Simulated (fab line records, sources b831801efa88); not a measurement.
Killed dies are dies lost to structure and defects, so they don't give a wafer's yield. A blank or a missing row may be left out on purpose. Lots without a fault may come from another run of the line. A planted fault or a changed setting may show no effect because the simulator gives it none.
fab line records | flow sky130 | part 2 of 2: steps 32 to 45 of 45
record lots=5 wafers=15 last_day=50
route steps=708 shown LDD_HVP@288 LDD_LDN@289 SPACER@304 POLY_CUT@307 SD_P@320 RES_XHIGH@332
lots that met no fault: from a run of the same line without faults
start_h: hours from the record's first day to the start of the lot's first wafer shown | wait_h: hours since the lot's step before | " the same as in the row above | L1.1+2: a row that stands for several wafers | - no value, or no start given | * or withheld: withheld | < > ~ a bound
route shown NAME@n: a module of which the file shows steps, and the number in the route of the first | usual: mean/standard deviation of fault-free wafers | same: alike in all rows | chamber/n: place in a boat | sites: the reading at each site | _std_site: their standard deviation | _edge_site: outer sites' mean less inner sites' | radius_mm: how far each site lies from the wafer's centre | mask NAME#n: copy n | behind: the tool/chamber that last shaped the wafer | hold: why the lot was held/for how many hours/how that ended | device: the transistor (n, p or np) that didn't switch | end of line: the same wafers' tests at the end of the route | a step without rows: its recipe alone | killed: dies lost to structure and defects at the first sort, not the wafer's yield | map: a wafer's dies, x killed, . not, _ none there
set.NAME: the setting as run; set.NAME@STEP: as run at that earlier step | model.NAME: the simulator's own value behind a step, which no gauge read
lots at some steps of the route; a table a step, a row a wafer
services: from which hour (start_h, from the record's first day; less than 0 if before it) a tool's chamber was out of use, for how many hours, and why
## steps
# step SKY_POLY_CUT_STRIP_12
# recipe chemistry=O2/N2 power_w=1400 pressure_mtorr=1500 platen_temp_c=withheld o2_flow_sccm=3000 n2_flow_sccm=300 overash_fraction=0.5
# usual drypump_motor_current_A=5.5/0.4 oes_product_au=0.453/0.0045 strip_time_to_endpoint_s=5.354/0.018
# columns lot.wafer tool chamber start_h wait_h drypump_motor_current_A oes_product_au rf_hours_counter_h strip_time_to_endpoint_s
L078.1 plasma_asher-04 1 591.81 0.0 5.0 0.456 16 5.366
L078.2 " 0 " " 5.9 0.453 16 5.408
L078.4 " 0 " " 5.9 0.448 - 5.386
L080.1 plasma_asher-04 1 606.56 0.0 5.0 0.453 17 5.367
L080.3 " 0 " " 5.9 0.446 - 5.383
L080.5 " 1 " " 4.9 0.461 - 5.363
L088.1 plasma_asher-02 1 700.83 0.0 5.9 0.454 58 5.335
L088.2 " 0 " " 5.3 0.448 58 5.346
L088.4 " 0 " " 5.3 0.455 - 5.354
L089.1 plasma_asher-02 1 705.53 0.0 5.9 0.453 59 5.367
L089.2 " 0 " " 5.3 0.447 59 5.371
L089.4 " 0 " " 5.3 0.458 - 5.368
L095.1 plasma_asher-02 0 746.42 0.0 5.3 0.453 63 5.336
L095.4 " 0 " " 5.3 0.459 - 5.344
L095.6 " 1 " " 5.9 0.448 - 5.352
# step SKY_SD_P_DEHYDRATE_00
# recipe temp_c=200 time_s=60
# columns lot.wafer tool chamber start_h wait_h
L078.1+2+4 litho_track-03 0 605.84 14.0
L080.1+3+5 litho_track-04 0 620.44 13.8
L088.1+2+4 litho_track-03 0 713.44 12.6
L089.1+2+4 litho_track-02 0 718.43 12.9
L095.1+4+6 litho_track-02 0 759.83 13.4
# step SKY_SD_P_HMDS_01
# recipe prime_time_s=60 prime_temp_c=120
# usual prime_temp_c=120.00/0.13
# columns lot.wafer tool chamber start_h wait_h prime_temp_c
L078.1 litho_track-03 0 605.99 0.1 119.81
L078.2 " 0 " " 120.13
L078.4 " 0 " " 119.90
L080.1 litho_track-04 0 620.59 0.1 119.77
L080.3 " 0 " " 119.91
L080.5 " 0 " " 120.05
L088.1 litho_track-03 0 713.59 0.1 120.02
L088.2 " 0 " " 120.17
L088.4 " 0 " " 120.16
L089.1 litho_track-02 0 718.58 0.1 119.83
L089.2 " 0 " " 119.76
L089.4 " 0 " " 119.75
L095.1 litho_track-02 0 759.98 0.1 120.07
L095.4 " 0 " " 119.97
L095.6 " 0 " " 120.14
# step SKY_SD_P_COAT_02
# recipe resist=NOVOLAK spin_rpm=3000 resist_thk_nm=1140
# columns lot.wafer tool chamber start_h wait_h
L078.1+2+4 litho_track-03 0 606.14 0.1
L080.1+3+5 litho_track-04 0 620.74 0.1
L088.1+2+4 litho_track-03 0 713.74 0.1
L089.1+2+4 litho_track-02 0 718.73 0.1
L095.1+4+6 litho_track-02 0 760.13 0.1
# step SKY_SD_P_SOFTBAKE_03
# recipe temp_c=90 time_s=60 resist=NOVOLAK
# columns lot.wafer tool chamber start_h wait_h
L078.1+2+4 litho_track-03 0 606.29 0.1
L080.1+3+5 litho_track-04 0 620.89 0.1
L088.1+2+4 litho_track-03 0 713.89 0.1
L089.1+2+4 litho_track-02 0 718.88 0.1
L095.1+4+6 litho_track-02 0 760.28 0.1
# step SKY_SD_P_EXPOSE_04
# recipe mask_id=PSDM na=0.6 source_shape=conventional sigma_outer=0.6 polarization=unpolarized target_cd_nm=380 dose_mj=138
# columns lot.wafer tool chamber start_h wait_h mask
L078.1+2+4 iline_stepper-02 0 - - PSDM#0
L080.1+3+5 iline_stepper-02 0 - - PSDM#0
L088.1+2+4 iline_stepper-01 0 - - PSDM#0
L089.1+2+4 iline_stepper-02 0 - - PSDM#0
L095.1+4+6 iline_stepper-01 0 - - PSDM#0
# step SKY_SD_P_PEB_05
# recipe temp_c=withheld time_s=* resist=NOVOLAK
# columns lot.wafer tool chamber start_h wait_h
L078.1+2+4 litho_track-03 0 - -
L080.1+3+5 litho_track-03 0 - -
L088.1+2+4 litho_track-04 0 - -
L089.1+2+4 litho_track-04 0 - -
L095.1+4+6 litho_track-03 0 - -
# step SKY_SD_P_DEVELOP_06
# recipe resist=NOVOLAK developer=TMAH develop_time_s=60 dev_temp_c=23
# columns lot.wafer tool chamber start_h wait_h
L078.1+2+4 litho_track-03 0 620.84 0.1
L080.1+3+5 litho_track-03 0 635.09 0.1
L088.1+2+4 litho_track-04 0 726.84 0.1
L089.1+2+4 litho_track-04 0 733.09 0.1
L095.1+4+6 litho_track-03 0 773.54 0.1
# step SKY_SD_P_CD_MEAS_07
# recipe target_cd_nm=380
# usual cd_nm=380.3/2.3
# columns lot.wafer tool chamber start_h wait_h cd_nm
L078.1 cd_sem-02 - 620.99 0.1 380.2
L078.2 " - " " 376.7
L078.4 " - " " 374.3
L080.1 cd_sem-01 - 635.24 0.1 378.6
L080.3 " - " " 378.6
L080.5 " - " " 378.3
L088.1 cd_sem-01 - 726.99 0.1 383.7
L088.2 " - " " 379.9
L088.4 " - " " 382.4
L089.1 cd_sem-01 - 733.24 0.1 383.1
L089.2 " - " " 385.3
L089.4 " - " " 383.1
L095.1 cd_sem-01 - 773.69 0.1 379.5
L095.4 " - " " 377.7
L095.6 " - " " 379.4
# step SKY_SD_P_OVL_MEAS_08
# usual SD_P_OVL=-0.1/1.5
# columns lot.wafer tool chamber start_h wait_h SD_P_OVL[nm]
L078.1 overlay-02 - 621.11 0.1 1.4
L078.2 " - " " -0.1
L078.4 " - " " 0.5
L080.1 overlay-02 - 635.36 0.1 1.8
L080.3 " - " " 1.9
L080.5 " - " " 2.5
L088.1 overlay-01 - 727.11 0.1 -1.2
L088.2 " - " " -2.6
L088.4 " - " " -2.0
L089.1 overlay-01 - 733.36 0.1 -0.2
L089.2 " - " " -0.4
L089.4 " - " " -1.0
L095.1 overlay-02 - 773.81 0.1 -0.1
L095.4 " - " " 0.7
L095.6 " - " " 0.0
# step SKY_SD_P_IMPLANT_09
# recipe species=BF2 energy_kev=20 dose_cm2=3.044e+15 tilt_deg=0
# columns lot.wafer tool chamber start_h wait_h
L078.1+2+4 implanter-01 0 621.15 0.0
L080.1+3+5 implanter-04 0 635.40 0.0
L088.1+2+4 implanter-02 0 727.14 0.0
L089.1+2+4 implanter-02 0 733.39 0.0
L095.1+4+6 implanter-02 0 773.85 0.0
# step SKY_SD_P_STRIP_10
# recipe chemistry=O2/N2 power_w=1400 pressure_mtorr=1500 platen_temp_c=withheld o2_flow_sccm=3000 n2_flow_sccm=300 overash_fraction=0.5
# usual drypump_motor_current_A=5.6/0.46 oes_product_au=0.617/0.0046 strip_time_to_endpoint_s=17.52/0.039
# columns lot.wafer tool chamber start_h wait_h drypump_motor_current_A oes_product_au rf_hours_counter_h strip_time_to_endpoint_s
L078.1 plasma_asher-01 0 621.30 0.1 5.9 0.622 83 17.52
L078.2 " 1 " " 5.1 0.615 83 17.57
L078.4 " 1 " " 5.1 0.615 - 17.60
L080.1 plasma_asher-03 1 635.55 0.1 5.7 0.619 96 17.53
L080.3 " 0 " " 6.2 0.615 - 17.55
L080.5 " 1 " " 5.7 0.611 - 17.50
L088.1 plasma_asher-04 0 727.29 0.1 6.0 0.620 29 17.51
L088.2 " 1 " " 5.0 0.612 29 17.53
L088.4 " 1 " " 4.9 0.620 - 17.50
L089.1 plasma_asher-04 0 733.54 0.1 5.9 0.612 29 17.55
L089.2 " 1 " " 5.0 0.610 29 17.51
L089.4 " 1 " " 5.0 0.611 - 17.57
L095.1 plasma_asher-04 1 774.00 0.1 5.0 0.614 33 17.48
L095.4 " 1 " " 5.0 0.602 - 17.47
L095.6 " 1 " " 5.0 0.613 - 17.47
# step SKY_SD_P_TW_MEAS_11
# usual SD_P_TW=2792/38
# columns lot.wafer tool chamber start_h wait_h SD_P_TW
L078.1 film_metro-01 - 621.40 0.1 2764
L078.2 " - " " 2756
L078.4 " - " " 2754
L080.1 film_metro-02 - 635.65 0.1 2820
L080.3 " - " " 2824
L080.5 " - " " 2812
L088.1 film_metro-01 - 727.39 0.1 2746
L088.2 " - " " 2727
L088.4 " - " " 2740
L089.1 film_metro-02 - 733.64 0.1 2834
L089.2 " - " " 2831
L089.4 " - " " 2832
L095.1 film_metro-04 - 774.10 0.1 2799
L095.4 " - " " 2796
L095.6 " - " " 2803
# step SKY_RES_XHIGH_DEHYDRATE_00
# recipe temp_c=200 time_s=60
# columns lot.wafer tool chamber start_h wait_h
L078.1+2+4 litho_track-04 0 635.04 13.6
L080.1+3+5 litho_track-02 0 649.53 13.9
L088.1+2+4 litho_track-04 0 740.84 13.4
L089.1+2+4 litho_track-02 0 746.18 12.5
L095.1+4+6 litho_track-01 0 786.37 12.3
## services
# columns tool chamber start_h hours kind
plasma_asher-03 - 519.62 1.0 repair
plasma_asher-01 - 527.95 2.1 repair
implanter-02 - 539.62 1.8 repair
plasma_asher-03 - 547.39 15.6 pm
plasma_asher-04 - 564.27 4.8 repair
rie_diel-01 1 568.66 15.7 repair
implanter-02 - 584.49 3.0 repair
lpcvd-02 - 593.93 6.1 pm
plasma_asher-03 - 596.56 2.9 repair
rie_diel-01 - 602.62 2.8 pm
implanter-03 - 645.77 21.3 pm
rie_diel-01 - 650.84 15.6 pm
iline_stepper-02 - 652.85 1.7 pm
rie_diel-01 2 673.50 6.6 repair
plasma_asher-04 - 684.43 1.0 repair
iline_stepper-02 - 715.87 2.1 pm
iline_stepper-01 - 731.86 1.7 pm
lpcvd-02 - 732.31 1.5 repair
plasma_asher-03 - 733.75 9.0 pm
rie_diel-01 1 738.36 3.1 repair
rie_diel-01 2 740.48 17.9 repair
plasma_asher-04 - 749.54 2.8 pm
implanter-03 - 756.44 1.8 repair
rie_diel-01 0 758.35 34.6 repair
